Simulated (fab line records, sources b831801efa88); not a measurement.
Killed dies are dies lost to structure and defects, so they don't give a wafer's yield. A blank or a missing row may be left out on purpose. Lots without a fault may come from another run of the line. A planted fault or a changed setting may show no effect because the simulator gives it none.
fab line records | flow sky130
record lots=24 wafers=72 last_day=50
route steps=708 shown FIELD_ISO@3 METAL1@436 VIA2@529 CAPM@549 VIA3@574
lots that met no fault: from a run of the same line without faults
start_h: hours from the record's first day to the start of the lot's first wafer shown | wait_h: hours since the lot's step before | " the same as in the row above | L1.1+2: a row that stands for several wafers | - no value, or no start given | * or withheld: withheld | < > ~ a bound
route shown NAME@n: a module of which the file shows steps, and the number in the route of the first | usual: mean/standard deviation of fault-free wafers | same: alike in all rows | chamber/n: place in a boat | sites: the reading at each site | _std_site: their standard deviation | _edge_site: outer sites' mean less inner sites' | radius_mm: how far each site lies from the wafer's centre | mask NAME#n: copy n | behind: the tool/chamber that last shaped the wafer | hold: why the lot was held/for how many hours/how that ended | device: the transistor (n, p or np) that didn't switch | end of line: the same wafers' tests at the end of the route | a step without rows: its recipe alone | killed: dies lost to structure and defects at the first sort, not the wafer's yield | map: a wafer's dies, x killed, . not, _ none there
set.NAME: the setting as run; set.NAME@STEP: as run at that earlier step | model.NAME: the simulator's own value behind a step, which no gauge read
steps of the route over a sample of lots; a table a step, a row a wafer
services: from which hour (start_h, from the record's first day; less than 0 if before it) a tool's chamber was out of use, for how many hours, and why
## steps
# step SKY_FIELD_ISO_THK_MEAS_02
# recipe reads=SiO2_of_FIELD_ISO_OXIDATION_01
# usual FIELD_ISO_OXIDATION_00_THK=12.17/0.19
# columns lot.wafer tool chamber start_h wait_h FIELD_ISO_OXIDATION_00_THK[nm]
L074.1 film_metro-03 - 11.91 0.0 12.32
L074.3 " - " " 12.20
L074.4 " - " " 12.45
L075.1 film_metro-02 - 16.75 0.0 12.35
L075.4 " - " " 12.32
L075.6 " - " " 12.34
L076.1 film_metro-03 - 21.63 0.0 11.90
L076.3 " - " " 12.08
L076.6 " - " " 12.01
L077.1 film_metro-03 - 26.63 0.0 12.11
L077.5 " - " " 11.88
L077.6 " - " " 11.96
L078.2 film_metro-02 - 32.01 0.0 12.50
L078.3 " - " " 12.61
L078.4 " - " " 12.40
L079.2 film_metro-03 - 36.64 0.0 12.11
L079.3 " - " " 12.22
L079.5 " - " " 12.18
L080.2 film_metro-03 - 42.91 0.0 11.95
L080.4 " - " " 11.98
L080.5 " - " " 11.87
L081.1 film_metro-02 - 46.63 0.0 11.86
L081.3 " - " " 11.92
L081.6 " - " " 11.86
L082.1 film_metro-01 - 52.03 0.0 12.18
L082.4 " - " " 12.21
L082.5 " - " " 12.17
L083.3 film_metro-01 - 56.72 0.0 12.23
L083.4 " - " " 12.39
L083.5 " - " " 12.19
L084.1 film_metro-01 - 61.64 0.0 12.05
L084.4 " - " " 12.13
L084.5 " - " " 12.15
L085.1 film_metro-01 - 66.91 0.0 12.20
L085.4 " - " " 12.32
L085.6 " - " " 12.39
L086.1 film_metro-02 - 72.54 0.0 11.97
L086.4 " - " " 12.19
L086.5 " - " " 12.23
L087.2 film_metro-01 - 76.80 0.0 11.82
L087.4 " - " " 12.11
L087.6 " - " " 11.86
L088.3 film_metro-01 - 81.65 0.0 12.06
L088.4 " - " " 12.13
L088.6 " - " " 12.16
L089.1 film_metro-03 - 88.16 0.0 12.09
L089.3 " - " " 12.04
L089.5 " - " " 12.17
L090.3 film_metro-02 - 91.69 0.0 12.06
L090.5 " - " " 12.00
L090.6 " - " " 12.17
L091.3 film_metro-02 - 97.65 0.0 11.97
L091.5 " - " " 12.02
L091.6 " - " " 12.23
L092.2 film_metro-02 - 101.64 0.0 12.13
L092.3 " - " " 12.11
L092.6 " - " " 12.05
L093.1 film_metro-03 - 108.47 0.0 12.33
L093.4 " - " " 12.16
L093.5 " - " " 12.04
L094.1 film_metro-03 - 112.48 0.0 12.43
L094.3 " - " " 12.49
L094.4 " - " " 12.20
L095.2 film_metro-03 - 116.87 0.0 12.45
L095.4 " - " " 12.21
L095.5 " - " " 12.37
L096.1 film_metro-01 - 123.50 0.0 12.17
L096.2 " - " " 12.13
L096.4 " - " " 12.28
L097.1 film_metro-01 - 127.61 0.0 12.52
L097.2 " - " " 12.58
L097.3 " - " " 12.57
# step SKY_METAL1_SPUTTER_02
# recipe material=AlCu target_thk_nm=250 power_w=10600 time_s=13.3 chamber_pressure_pa=0.4
# usual throttle_valve_pct=30.2/1
# columns lot.wafer tool chamber start_h wait_h throttle_valve_pct
L074.1 pvd_sputter-02 - 733.83 0.0 30.6
L074.3 " - " " 29.0
L074.4 " - " " 29.0
L075.1 pvd_sputter-04 - 737.54 0.0 29.6
L075.4 " - " " 30.4
L075.6 " - " " 30.0
L076.1 pvd_sputter-02 - 742.68 0.0 28.6
L076.3 " - " " 29.2
L076.6 " - " " 28.6
L077.1 pvd_sputter-02 - 760.18 0.0 29.2
L077.5 " - " " 28.9
L077.6 " - " " 28.7
L078.2 pvd_sputter-01 - 761.08 0.0 28.7
L078.3 " - " " 31.6
L078.4 " - " " 30.5
L079.2 pvd_sputter-01 - 777.39 0.0 28.4
L079.3 " - " " 30.6
L079.5 " - " " 30.1
L080.2 pvd_sputter-04 - 790.54 0.0 29.9
L080.4 " - " " 31.1
L080.5 " - " " 29.7
L081.1 pvd_sputter-04 - 794.17 0.0 30.9
L081.3 " - " " 31.2
L081.6 " - " " 31.0
L082.1 pvd_sputter-01 - 802.74 0.0 28.7
L082.4 " - " " 31.4
L082.5 " - " " 28.5
L084.1 pvd_sputter-02 - 815.39 0.0 30.7
L084.4 " - " " 29.1
L084.5 " - " " 28.8
L083.3 pvd_sputter-04 - 815.73 0.0 30.6
L083.4 " - " " 31.3
L083.5 " - " " 31.3
L085.1 pvd_sputter-01 - 824.22 0.0 31.2
L085.4 " - " " 28.7
L085.6 " - " " 30.3
L086.1 pvd_sputter-01 - 828.85 0.0 28.7
L086.4 " - " " 30.4
L086.5 " - " " 30.9
L087.2 pvd_sputter-01 - 844.20 0.0 31.4
L087.4 " - " " 28.5
L087.6 " - " " 31.3
L088.3 pvd_sputter-02 - 848.05 0.0 28.7
L088.4 " - " " 30.6
L088.6 " - " " 28.7
L089.1 pvd_sputter-04 - 864.73 0.0 29.7
L089.3 " - " " 30.3
L089.5 " - " " 30.3
L090.3 pvd_sputter-01 - 868.28 0.0 31.8
L090.5 " - " " 31.2
L090.6 " - " " 30.4
L091.3 pvd_sputter-01 - 873.38 0.0 31.6
L091.5 " - " " 30.3
L091.6 " - " " 28.6
L092.2 pvd_sputter-02 - 876.87 0.0 28.8
L092.3 " - " " 28.8
L092.6 " - " " 28.7
L093.1 pvd_sputter-02 - 886.97 0.0 30.6
L093.4 " - " " 29.2
L093.5 " - " " 30.5
L095.2 pvd_sputter-04 - 891.33 0.0 29.9
L095.4 " - " " 30.0
L095.5 " - " " 31.2
L094.1 pvd_sputter-04 - 896.78 0.0 31.4
L094.3 " - " " 29.9
L094.4 " - " " 31.2
L096.1 pvd_sputter-01 - 899.68 0.0 28.7
L096.2 " - " " 31.7
L096.4 " - " " 30.8
L097.1 pvd_sputter-04 - 919.66 0.0 31.2
L097.2 " - " " 31.1
L097.3 " - " " 30.5
# step SKY_VIA2_RS_MEAS_22
# recipe thk_meas_gauge=four-point-probe reads=W_of_VIA2_CVD_21+TiN_of_VIA2_SPUTTER_20
# usual VIA2_W_RS=0.2714/0.0029
# columns lot.wafer tool chamber start_h wait_h VIA2_W_RS[ohm/sq]
L074.1 film_metro-02 - 847.68 0.1 0.2730
L074.3 " - " " 0.2705
L074.4 " - " " 0.2737
L075.1 film_metro-03 - 850.32 0.1 0.2733
L075.4 " - " " 0.2735
L075.6 " - " " 0.2693
L076.1 film_metro-01 - 855.62 0.2 0.2663
L076.3 " - " " 0.2665
L076.6 " - " " 0.2703
L077.1 film_metro-02 - 873.17 0.1 0.2708
L077.5 " - " " 0.2711
L077.6 " - " " 0.2686
L078.2 film_metro-01 - 873.81 0.1 0.2765
L078.3 " - " " 0.2703
L078.4 " - " " 0.2793
L079.2 film_metro-02 - 889.01 0.1 0.2719
L079.3 " - " " 0.2758
L079.5 " - " " 0.2755
L080.2 film_metro-01 - 901.61 0.1 0.2699
L080.4 " - " " 0.2728
L080.5 " - " " 0.2682
L081.1 film_metro-02 - 903.89 0.1 0.2737
L081.3 " - " " 0.2742
L081.6 " - " " 0.2769
L082.1 film_metro-02 - 912.30 0.1 0.2707
L082.4 " - " " 0.2728
L082.5 " - " " 0.2674
L083.3 film_metro-01 - 923.64 0.1 0.2700
L083.4 " - " " 0.2690
L083.5 " - " " 0.2671
L084.1 film_metro-03 - 924.10 0.1 0.2718
L084.4 " - " " 0.2696
L084.5 " - " " 0.2700
L085.1 film_metro-03 - 933.25 0.1 0.2688
L085.4 " - " " 0.2720
L085.6 " - " " 0.2731
L086.1 film_metro-02 - 935.23 0.1 0.2718
L086.4 " - " " 0.2763
L086.5 " - " " 0.2695
L087.2 film_metro-03 - 950.77 0.1 0.2729
L087.4 " - " " 0.2730
L087.6 " - " " 0.2742
L088.3 film_metro-02 - 954.11 0.1 0.2729
L088.4 " - " " 0.2741
L088.6 " - " " 0.2772
L089.1 film_metro-01 - 969.25 0.1 0.2691
L089.3 " - " " 0.2685
L089.5 " - " " 0.2689
L090.3 film_metro-02 - 974.77 0.1 0.2718
L090.5 " - " " 0.2679
L090.6 " - " " 0.2744
L091.3 film_metro-02 - 978.68 0.1 0.2734
L091.5 " - " " 0.2702
L091.6 " - " " 0.2701
L092.2 film_metro-01 - 981.46 0.1 0.2678
L092.3 " - " " 0.2642
L092.6 " - " " 0.2674
L093.1 film_metro-03 - 989.69 0.1 0.2731
L093.4 " - " " 0.2703
L093.5 " - " " 0.2726
L095.2 film_metro-01 - 993.10 0.1 0.2712
L095.4 " - " " 0.2718
L095.5 " - " " 0.2710
L094.1 film_metro-01 - 999.30 0.1 0.2672
L094.3 " - " " 0.2690
L094.4 " - " " 0.2689
L096.1 film_metro-02 - 1003.58 0.1 0.2784
L096.2 " - " " 0.2727
L096.4 " - " " 0.2702
L097.1 film_metro-03 - 1020.76 0.1 0.2712
L097.2 " - " " 0.2729
L097.3 " - " " 0.2722
# step SKY_CAPM_OVL_MEAS_12
# usual CAPM_OVL=-0.6/1.6
# columns lot.wafer tool chamber start_h wait_h CAPM_OVL[nm]
L074.1 overlay-01 - 874.25 0.1 -0.4
L074.3 " - " " 0.1
L074.4 " - " " -1.2
L075.1 overlay-02 - 876.20 0.1 -1.4
L075.4 " - " " -1.2
L075.6 " - " " -2.8
L076.1 overlay-02 - 881.40 0.1 2.9
L076.3 " - " " 0.5
L076.6 " - " " -0.7
L077.1 overlay-02 - 899.35 0.1 -1.1
L077.5 " - " " -0.1
L077.6 " - " " 0.8
L078.2 overlay-02 - 899.97 0.1 0.0
L078.3 " - " " -0.7
L078.4 " - " " -0.7
L079.2 overlay-01 - 914.85 0.1 2.0
L079.3 " - " " 1.9
L079.5 " - " " 2.0
L080.2 overlay-01 - 927.51 0.1 -1.5
L080.4 " - " " -2.6
L080.5 " - " " -2.7
L081.1 overlay-01 - 929.41 0.1 -3.0
L081.3 " - " " -4.6
L081.6 " - " " -5.4
L082.1 overlay-02 - 937.20 0.1 -2.6
L082.4 " - " " 0.9
L082.5 " - " " 0.7
L083.3 overlay-01 - 948.96 0.1 -1.2
L083.4 " - " " -2.3
L083.5 " - " " -2.0
L084.1 overlay-02 - 949.21 0.1 1.3
L084.4 " - " " 0.9
L084.5 " - " " -0.3
L085.1 overlay-01 - 958.75 0.1 -1.8
L085.4 " - " " -0.6
L085.6 " - " " -2.0
L086.1 overlay-02 - 959.35 0.1 -0.8
L086.4 " - " " -1.5
L086.5 " - " " -0.9
L087.2 overlay-01 - 978.77 0.1 2.4
L087.4 " - " " 1.9
L087.6 " - " " 2.4
L088.3 overlay-01 - 978.86 0.1 -0.3
L088.4 " - " " 0.4
L088.6 " - " " -1.1
L089.1 overlay-02 - 992.90 0.1 -1.5
L089.3 " - " " 0.5
L089.5 " - " " -3.0
L090.3 overlay-01 - 999.26 0.1 0.3
L090.5 " - " " 0.4
L090.6 " - " " 1.2
L091.3 overlay-01 - 1002.88 0.1 -0.7
L091.5 " - " " -0.1
L091.6 " - " " 1.0
L092.2 overlay-02 - 1005.37 0.1 0.1
L092.3 " - " " -0.1
L092.6 " - " " 0.1
L093.1 overlay-01 - 1013.70 0.1 0.8
L093.4 " - " " -2.4
L093.5 " - " " -0.8
L095.2 overlay-02 - 1016.66 0.1 -0.7
L095.4 " - " " -0.3
L095.5 " - " " -1.3
L094.1 overlay-01 - 1022.15 0.1 -1.6
L094.3 " - " " -2.3
L094.4 " - " " -2.4
L096.1 overlay-01 - 1027.40 0.1 2.2
L096.2 " - " " 1.2
L096.4 " - " " 1.1
L097.1 overlay-02 - 1043.51 0.1 0.2
L097.2 " - " " -1.0
L097.3 " - " " 0.0
# step SKY_VIA3_THK_MEAS_01
# recipe reads=SiO2_of_VIA3_HDPCVD_00
# usual VIA3_HDPCVD_THK=1619/19
# columns lot.wafer tool chamber start_h wait_h VIA3_HDPCVD_THK[nm]
L074.1 film_metro-02 - 901.46 0.1 1607
L074.3 " - " " 1610
L074.4 " - " " 1609
L075.1 film_metro-04 - 903.29 0.1 1625
L075.4 " - " " 1621
L075.6 " - " " 1598
L076.1 film_metro-02 - 908.49 0.1 1621
L076.3 " - " " 1668
L076.6 " - " " 1662
L077.1 film_metro-02 - 926.26 0.1 1609
L077.5 " - " " 1618
L077.6 " - " " 1613
L078.2 film_metro-02 - 926.92 0.1 1606
L078.3 " - " " 1644
L078.4 " - " " 1620
L079.2 film_metro-01 - 941.63 0.1 1643
L079.3 " - " " 1650
L079.5 " - " " 1649
L080.2 film_metro-01 - 954.26 0.1 1580
L080.4 " - " " 1595
L080.5 " - " " 1594
L081.1 film_metro-04 - 955.38 0.1 1602
L081.3 " - " " 1582
L081.6 " - " " 1599
L082.1 film_metro-04 - 963.31 0.1 1598
L082.4 " - " " 1624
L082.5 " - " " 1610
L083.3 film_metro-04 - 974.83 0.1 1605
L083.4 " - " " 1604
L083.5 " - " " 1597
L084.1 film_metro-01 - 975.21 0.2 1611
L084.4 " - " " 1610
L084.5 " - " " 1617
L085.1 film_metro-04 - 984.56 0.1 1612
L085.4 " - " " 1605
L085.6 " - " " 1615
L086.1 film_metro-01 - 985.02 0.2 1632
L086.4 " - " " 1637
L086.5 " - " " 1618
L087.2 film_metro-01 - 1004.54 0.1 1615
L087.4 " - " " 1650
L087.6 " - " " 1599
L088.3 film_metro-01 - 1004.86 0.1 1625
L088.4 " - " " 1608
L088.6 " - " " 1633
L089.1 film_metro-02 - 1017.62 0.1 1621
L089.3 " - " " 1634
L089.5 " - " " 1609
L090.3 film_metro-04 - 1023.88 0.1 1620
L090.5 " - " " 1628
L090.6 " - " " 1638
L091.3 film_metro-01 - 1027.71 0.1 1607
L091.5 " - " " 1635
L091.6 " - " " 1626
L092.2 film_metro-02 - 1030.45 0.1 1622
L092.3 " - " " 1607
L092.6 " - " " 1625
L093.1 film_metro-01 - 1037.79 0.1 1635
L093.4 " - " " 1659
L093.5 " - " " 1615
L095.2 film_metro-04 - 1040.35 0.1 1622
L095.4 " - " " 1631
L095.5 " - " " 1644
L094.1 film_metro-01 - 1046.67 0.1 1651
L094.3 " - " " 1660
L094.4 " - " " 1638
L096.1 film_metro-04 - 1051.09 0.1 1616
L096.2 " - " " 1602
L096.4 " - " " 1617
L097.1 film_metro-01 - 1066.85 0.1 1645
L097.2 " - " " 1612
L097.3 " - " " 1627
# step SKY_VIA3_ETCH_14
# recipe chemistry=N2/H2 target=BARC ion_energy_ev=200 source_w=483.8 bias_w=100 pressure_mtorr=30 n2_flow_sccm=100 h2_flow_sccm=200 stop_on=SiO2 time_s=45.9 target_depth_a=600
# usual drypump_motor_current_A=5.8/0.43 h2_flow_sccm=199.9/0.63 oes_product_au=0.854/0.0048 throttle_valve_pct=13.225/0.0093
# columns lot.wafer tool chamber start_h wait_h drypump_motor_current_A h2_flow_sccm oes_product_au rf_hours_counter_h throttle_valve_pct
L074.1 rie_diel-02 2 927.27 0.0 5.2 200.0 0.858 14 13.213
L074.3 " 1 " " 5.4 199.8 0.855 18 13.234
L074.4 " 3 " " 5.6 199.3 0.850 14 13.219
L075.1 rie_diel-02 2 928.55 0.0 5.1 200.1 0.861 14 13.228
L075.4 " 3 " " 5.7 198.7 0.852 14 13.225
L075.6 " 3 " " 5.7 199.2 0.853 - 13.221
L076.1 rie_diel-02 2 933.42 0.0 5.2 201.4 0.864 14 13.232
L076.3 " 3 " " 5.6 200.5 0.850 14 13.225
L076.6 " 2 " " 5.2 200.2 0.858 - 13.223
L077.1 rie_diel-02 1 951.60 0.0 5.4 200.2 0.854 19 13.214
L077.5 " 3 " " 5.6 199.9 0.856 - 13.224
L077.6 " 0 " " 6.0 200.2 0.853 - 13.232
L078.2 rie_diel-03 1 952.00 0.0 5.5 199.4 0.847 1 13.217
L078.3 " 2 " " 6.3 199.3 0.851 20 13.229
L078.4 " 3 " " 6.6 200.6 0.860 16 13.221
L079.2 rie_diel-02 1 965.55 0.0 5.4 200.9 0.856 19 13.211
L079.3 " 2 " " 5.2 200.0 0.851 15 13.222
L079.5 " 0 " " 5.9 200.7 0.856 - 13.232
L080.2 rie_diel-03 1 978.80 0.0 5.5 200.6 0.853 2 13.223
L080.4 " 0 " " 5.9 200.8 0.854 11 13.236
L080.5 " 0 " " 5.9 199.8 0.852 - 13.225
L081.1 rie_diel-03 1 980.22 0.0 5.5 198.7 0.852 2 13.213
L081.3 " 2 " " 6.3 200.5 0.855 21 13.229
L081.6 " 3 " " 6.7 201.0 0.856 - 13.236
L082.1 rie_diel-04 3 986.90 0.0 5.7 200.3 0.863 8 13.232
L082.4 " 0 " " 6.4 200.3 0.859 11 13.236
L082.5 " 3 " " 5.6 200.6 0.853 - 13.244
L083.3 rie_diel-02 1 999.40 0.0 5.4 199.8 0.851 20 13.226
L083.4 " 3 " " 5.7 199.8 0.848 16 13.213
L083.5 " 0 " " 5.9 199.8 0.856 - 13.245
L084.1 rie_diel-03 3 1000.05 0.0 6.6 199.1 0.852 18 13.219
L084.4 " 1 " " 5.5 199.5 0.857 2 13.217
L084.5 " 0 " " 5.9 200.0 0.850 - 13.216
L085.1 rie_diel-03 0 1007.95 0.0 5.9 198.9 0.850 12 13.211
L085.4 " 1 " " 5.5 198.8 0.854 3 13.236
L085.6 " 2 " " 6.3 199.9 0.863 - 13.212
L086.1 rie_diel-02 0 1008.65 0.0 6.0 199.0 0.862 8 13.220
L086.4 " 0 " " 6.0 199.2 0.853 - 13.222
L086.5 " 1 " " 5.4 199.6 0.856 - 13.224
L087.2 rie_diel-02 0 1028.05 0.0 6.0 198.9 0.852 8 13.234
L087.4 " 2 " " 5.2 199.6 0.855 17 13.228
L087.6 " 2 " " 5.1 199.9 0.850 - 13.221
L088.3 rie_diel-04 3 1028.40 0.0 5.6 199.2 0.855 10 13.221
L088.4 " 2 " " 5.9 201.2 0.856 - 13.220
L088.6 " 0 " " 6.4 198.4 0.847 - 13.214
L089.1 rie_diel-02 3 1040.07 0.0 5.6 200.0 0.851 17 13.220
L089.3 " 2 " " 5.2 199.5 0.853 18 13.244
L089.5 " 2 " " 5.2 199.0 0.849 - 13.228
L090.3 rie_diel-04 2 1046.75 0.0 5.9 200.7 0.853 25 13.215
L090.5 " 3 " " 5.7 199.8 0.848 - 13.225
L090.6 " 2 " " 5.9 199.7 0.848 - 13.220
L091.3 rie_diel-04 0 1050.70 0.0 6.3 200.0 0.847 13 13.233
L091.5 " 2 " " 5.9 200.1 0.859 - 13.219
L091.6 " 3 " " 5.6 199.8 0.855 - 13.246
L092.2 rie_diel-02 2 1053.45 0.0 5.2 200.0 0.857 18 13.221
L092.3 " 3 " " 5.7 199.1 0.853 18 13.224
L092.6 " 1 " " 5.4 199.7 0.851 - 13.221
L093.1 rie_diel-02 2 1060.30 0.0 5.2 199.6 0.854 18 13.217
L093.4 " 0 " " 6.0 199.6 0.858 10 13.242
L093.5 " 3 " " 5.6 199.6 0.856 - 13.230
L095.2 rie_diel-03 0 1062.47 0.0 5.9 201.1 0.856 13 13.217
L095.4 " 1 " " 5.5 200.1 0.848 5 13.253
L095.5 " 0 " " 5.9 201.2 0.861 - 13.221
L094.1 rie_diel-03 0 1068.50 0.0 5.9 200.5 0.852 13 13.208
L094.3 " 1 " " 5.5 200.9 0.860 5 13.238
L094.4 " 2 " " 6.3 200.7 0.851 24 13.224
L096.1 rie_diel-04 2 1072.17 0.0 5.9 199.3 0.855 26 13.229
L096.2 " 1 " " 5.4 200.7 0.862 17 13.219
L096.4 " 0 " " 6.3 200.6 0.854 14 13.217
L097.1 rie_diel-03 2 1088.10 0.0 6.3 199.6 0.848 25 13.227
L097.2 " 3 " " 6.6 200.2 0.854 21 13.225
L097.3 " 1 " " 5.5 199.2 0.854 5 13.241
## services
# columns tool chamber start_h hours kind
pvd_sputter-04 - 727.52 9.9 repair
rie_diel-02 3 790.03 23.9 repair
rie_diel-02 - 815.98 0.4 repair
rie_diel-04 2 863.49 8.6 repair
rie_diel-04 0 882.02 5.0 repair
rie_diel-02 0 885.32 19.8 repair
rie_diel-04 1 886.93 14.7 repair
rie_diel-03 1 890.19 7.6 repair
rie_diel-03 2 898.96 46.7 repair
pvd_sputter-04 - 904.86 0.8 repair
pvd_sputter-02 - 939.27 0.7 repair
pvd_sputter-01 - 944.39 1.8 repair
rie_diel-02 - 955.24 1.5 repair
pvd_sputter-04 - 959.22 0.5 repair
rie_diel-03 1 990.32 1.9 repair
rie_diel-02 0 992.54 2.4 repair
pvd_sputter-02 - 995.28 26.8 repair
rie_diel-02 3 1006.26 4.6 repair
rie_diel-02 2 1007.23 3.2 repair
rie_diel-04 1 1017.73 36.8 repair
pvd_sputter-01 - 1023.38 7.0 repair
pvd_sputter-01 - 1030.49 4.5 repair
rie_diel-03 0 1050.03 9.2 repair
pvd_sputter-02 - 1080.98 1.0 repair
## key
fault none
